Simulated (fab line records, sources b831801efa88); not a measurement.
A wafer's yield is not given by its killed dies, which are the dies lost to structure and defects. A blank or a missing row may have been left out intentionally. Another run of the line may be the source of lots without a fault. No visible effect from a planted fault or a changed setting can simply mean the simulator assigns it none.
Split-lot trial :: flow sfq_line :: route with 325 steps; 5 lots, 23 wafers read

== SPLIT DETAILS ==
At SFQ_TRILAYER_I6_VIA_LITHO_EXPOSE_170 (exposes mask I6, target cd 700 nm), the setting dose_mj was moved away from the recipe's 21.3 on 5 of the 23 wafers read, by +5.3% to +6.0%. For the rest of the wafers, this setting stayed at what the recipe calls for.

== FROM THE SPLIT TO THE READING: what the file shows between them, 2 steps ==
- SFQ_TRILAYER_I6_VIA_LITHO_PEB_172: peb time 60 s
- SFQ_TRILAYER_I6_VIA_LITHO_DEVELOP_171: time 60 s

== THE READING ==
I6.cd_nm (the simulator's own value, which no gauge read), in nm, at SFQ_TRILAYER_I6_VIA_BARC_OPEN_VIA_ETCH_235 (etches BARC in O2, target depth 125 nm, time 41.7 s). There is no usual value for it anywhere in the file. Here, 18 wafers ran the recipe; their average is 694.8 nm with a standard deviation of 0.99 nm.

wafer: L079.2
tool, chamber at the split: krf_scanner-02, 0
dose_mj as run: 22.43
against the recipe: +5.3%
I6.cd_nm, nm: 704.2
against lot-mates on the recipe: +9.1

wafer: L079.3
tool, chamber at the split: krf_scanner-02, 0
dose_mj as run: 21.3
against the recipe: recipe
I6.cd_nm, nm: 695.5
against lot-mates on the recipe: -

wafer: L079.4
tool, chamber at the split: krf_scanner-02, 0
dose_mj as run: 22.43
against the recipe: +5.3%
I6.cd_nm, nm: 704.3
against lot-mates on the recipe: +9.2

wafer: L079.5
tool, chamber at the split: krf_scanner-02, 0
dose_mj as run: 21.3
against the recipe: recipe
I6.cd_nm, nm: 694.7
against lot-mates on the recipe: -

wafer: L079.6
tool, chamber at the split: krf_scanner-02, 0
dose_mj as run: 22.43
against the recipe: +5.3%
I6.cd_nm, nm: 703.1
against lot-mates on the recipe: +8.0

wafer: L081.3
tool, chamber at the split: krf_scanner-02, 0
dose_mj as run: 21.3
against the recipe: recipe
I6.cd_nm, nm: 695.8
against lot-mates on the recipe: -

wafer: L081.5
tool, chamber at the split: krf_scanner-02, 0
dose_mj as run: 21.3
against the recipe: recipe
I6.cd_nm, nm: 696
against lot-mates on the recipe: -

wafer: L081.6
tool, chamber at the split: krf_scanner-02, 0
dose_mj as run: 21.3
against the recipe: recipe
I6.cd_nm, nm: 694.5
against lot-mates on the recipe: -

wafer: L083.1
tool, chamber at the split: krf_scanner-02, 0
dose_mj as run: 21.3
against the recipe: recipe
I6.cd_nm, nm: 694.2
against lot-mates on the recipe: -

wafer: L083.2
tool, chamber at the split: krf_scanner-02, 0
dose_mj as run: 21.3
against the recipe: recipe
I6.cd_nm, nm: 694
against lot-mates on the recipe: -

wafer: L083.4
tool, chamber at the split: krf_scanner-02, 0
dose_mj as run: 21.3
against the recipe: recipe
I6.cd_nm, nm: 695
against lot-mates on the recipe: -

wafer: L083.5
tool, chamber at the split: krf_scanner-02, 0
dose_mj as run: 21.3
against the recipe: recipe
I6.cd_nm, nm: 694.9
against lot-mates on the recipe: -

wafer: L083.6
tool, chamber at the split: krf_scanner-02, 0
dose_mj as run: 21.3
against the recipe: recipe
I6.cd_nm, nm: 695.2
against lot-mates on the recipe: -

wafer: L084.1
tool, chamber at the split: krf_scanner-02, 0
dose_mj as run: 21.3
against the recipe: recipe
I6.cd_nm, nm: 695.8
against lot-mates on the recipe: -

wafer: L084.2
tool, chamber at the split: krf_scanner-02, 0
dose_mj as run: 21.3
against the recipe: recipe
I6.cd_nm, nm: 696.9
against lot-mates on the recipe: -

wafer: L084.3
tool, chamber at the split: krf_scanner-02, 0
dose_mj as run: 21.3
against the recipe: recipe
I6.cd_nm, nm: 696
against lot-mates on the recipe: -

wafer: L084.4
tool, chamber at the split: krf_scanner-02, 0
dose_mj as run: 22.57
against the recipe: +6.0%
I6.cd_nm, nm: 705.6
against lot-mates on the recipe: +9.4

wafer: L084.6
tool, chamber at the split: krf_scanner-02, 0
dose_mj as run: 22.57
against the recipe: +6.0%
I6.cd_nm, nm: 705.4
against lot-mates on the recipe: +9.2

wafer: L085.1
tool, chamber at the split: krf_scanner-02, 0
dose_mj as run: 21.3
against the recipe: recipe
I6.cd_nm, nm: 693.7
against lot-mates on the recipe: -

wafer: L085.5
tool, chamber at the split: krf_scanner-02, 0
dose_mj as run: 21.3
against the recipe: recipe
I6.cd_nm, nm: 693.7
against lot-mates on the recipe: -

wafer: L085.2
tool, chamber at the split: krf_scanner-02, 0
dose_mj as run: 21.3
against the recipe: recipe
I6.cd_nm, nm: 693.4
against lot-mates on the recipe: -

wafer: L085.3
tool, chamber at the split: krf_scanner-02, 0
dose_mj as run: 21.3
against the recipe: recipe
I6.cd_nm, nm: 693.9
against lot-mates on the recipe: -

wafer: L085.4
tool, chamber at the split: krf_scanner-02, 0
dose_mj as run: 21.3
against the recipe: recipe
I6.cd_nm, nm: 693.6
against lot-mates on the recipe: -

FIT RESULTS
A straight line over all 23 wafers: I6.cd_nm changes by +1.74 nm for each +1% of dose_mj; r = +0.98; the points scatter about the line by 0.95 nm.
The same after taking each lot's own level away (the mean of its wafers on the recipe; 23 wafers): +1.61 nm for each +1%; r = +0.99; scatter 0.48 nm.
Per that fit: largest dose_mj move, reading shift of 9.6 nm.
The span of the lots' own levels, 693.66 to 696.23 nm, comes to 2.6 times the standard deviation stated above.
The two slopes agree, so the slope changes little with the lot-to-lot level.
Check: +9.65 nm against its lot-mates is what the line predicts for one of the wafers moved furthest among these (+6.0%) when that wafer is left out of the fit. It came out at +9.37 nm against them.

== THE OTHER SPLITS THESE WAFERS WENT THROUGH ==
These wafers also went through other splits before the reading. Each is held against what the fit with the lots' levels taken away leaves over:
other split on the same wafers: SFQ_TRILAYER_JJ_CE_BARC_OPEN_RIE_150 pressure_mtorr
wafers away from the commonest value: 10
r with I6.cd_nm (lot level and that fit taken away): +0.15

other split on the same wafers: SFQ_TRILAYER_M5_ETCH_METAL_ETCH_126 time_s
wafers away from the commonest value: 9
r with I6.cd_nm (lot level and that fit taken away): +0.04

other split on the same wafers: SFQ_TRILAYER_R5_DEP_SPUTTER_132 time_s
wafers away from the commonest value: 9
r with I6.cd_nm (lot level and that fit taken away): +0.13

other split on the same wafers: SFQ_TRILAYER_R5_LITHO_COAT_136 resist_thk_nm
wafers away from the commonest value: 4
r with I6.cd_nm (lot level and that fit taken away): -0.30

other split on the same wafers: SFQ_TRILAYER_R5_BARC_OPEN_METAL_ETCH_177 time_s
wafers away from the commonest value: 4
r with I6.cd_nm (lot level and that fit taken away): -0.04

other split on the same wafers: SFQ_TRILAYER_A5C_DEP_PECVD_142 time_s
wafers away from the commonest value: 11
r with I6.cd_nm (lot level and that fit taken away): +0.17

other split on the same wafers: SFQ_TRILAYER_I5_ETCH_VIA_ETCH_147 source_w
wafers away from the commonest value: 10
r with I6.cd_nm (lot level and that fit taken away): +0.28

other split on the same wafers: SFQ_TRILAYER_C5_ETCH_VIA_ETCH_154 bias_w
wafers away from the commonest value: 6
r with I6.cd_nm (lot level and that fit taken away): -0.35

other split on the same wafers: SFQ_TRILAYER_M6_DEP_PRE_CLEAN_158 bias_v
wafers away from the commonest value: 7
r with I6.cd_nm (lot level and that fit taken away): +0.14

other split on the same wafers: SFQ_TRILAYER_M6_LITHO_PEB_162 peb_time_s
wafers away from the commonest value: 6
r with I6.cd_nm (lot level and that fit taken away): +0.15

other split on the same wafers: SFQ_TRILAYER_M6_ETCH_METAL_ETCH_162 pressure_mtorr
wafers away from the commonest value: 15
r with I6.cd_nm (lot level and that fit taken away): -0.08

== THE FILE'S OWN FIT ==
I6.cd_nm changes by +1.59 nm for each +1% of dose_mj, r = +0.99.
